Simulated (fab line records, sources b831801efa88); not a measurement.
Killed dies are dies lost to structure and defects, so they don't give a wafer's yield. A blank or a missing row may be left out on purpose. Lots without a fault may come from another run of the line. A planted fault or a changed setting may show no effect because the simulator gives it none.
A struck lot beside a sound one | flow gf180mcu | 14 steps out of a route of 602
Sound: wafers L449.2, L449.5, L449.6. Struck: wafers L456.1, L456.3, L456.6. The cause comes at the end.
At each step with rows: each side's tool, then ch and its chambers, then its first start. Under that, the readings that differ: sound wafers | struck wafers | difference of the means | sigmas: that difference in standard deviations of wafers without a fault.
alike: readings whose means differ by less than 2 such deviations, and words and numbers that are the same on both sides. not compared: withheld readings, readings that some wafer has no value for, bounds like >300 that may hide the same value, and numbers for which the record gives no deviation and whose values overlap.
The two part at a step that has a row with sigmas, a row that says differs or no value, or rows on one side only. Numbers that don't overlap but have no deviation are shown without sigmas and don't part them. A reading that every wafer of one side lacks parts them only if that side has two wafers or more.

first, 2 steps without rows for these wafers: GF_M3_CLEAN_19 (cleans in DIW); GF_V3_CVD_00 (deposits SiO2, target thk 600 nm, time 100 s).
GF_V3_THK_MEAS_01:
  sound on film_metro-01, day 23 21:30; struck on film_metro-03, day 26 11:29
  alike: V3_CVD_00_THK
GF_V3_CVD_02: deposits SiO2 from TEOS, target thk 850 nm, time 94.851 s.
  sound on pecvd-02 ch 1,2, day 23 21:33; struck on pecvd-03 ch 0,2, day 26 11:32
  alike: heater_power_w
GF_V3_THK_MEAS_03:
  sound on film_metro-01, day 23 21:38; struck on film_metro-01, day 26 11:37
  alike: V3_CVD_02_THK
GF_V3_CMP_04: polishes SiO2.
  sound on cmp-02 ch 2,3, day 23 21:44; struck on cmp-02 ch 1,3, day 26 11:43
  alike: motor_current_A, slurry_filter_dp_kPa, time_to_endpoint_s
GF_V3_BOW_MEAS_05:
  sound on film_metro-03, day 23 22:00; struck on film_metro-01, day 26 11:58
  alike: V3_BOW
then, 5 steps without rows for these wafers: GF_V3_DEHYDRATE_06 (time 60 s); GF_V3_HMDS_07 (prime time 60 s); GF_V3_COAT_08; GF_V3_COAT_09 (resist thk 1000 nm); GF_V3_SOFTBAKE_10 (time 60 s).
GF_V3_EXPOSE_11: exposes mask Via3, target cd 260 nm.
  sound on krf_scanner-02 ch 0, day 24 09:20; struck on krf_scanner-01, day 26 22:34
  no value came back on the struck wafers for exposure_dose_mJ_cm2, focus_offset_nm (nm), na; on the sound wafers exposure_dose_mJ_cm2 reads 37.97 37.94 37.95
  alike: mask
then, 1 step without rows for these wafers: GF_V3_PEB_12 (peb time 90 s).

WHERE THEY PART
Only at GF_V3_EXPOSE_11, within this record.

WHY: what the simulator had put in
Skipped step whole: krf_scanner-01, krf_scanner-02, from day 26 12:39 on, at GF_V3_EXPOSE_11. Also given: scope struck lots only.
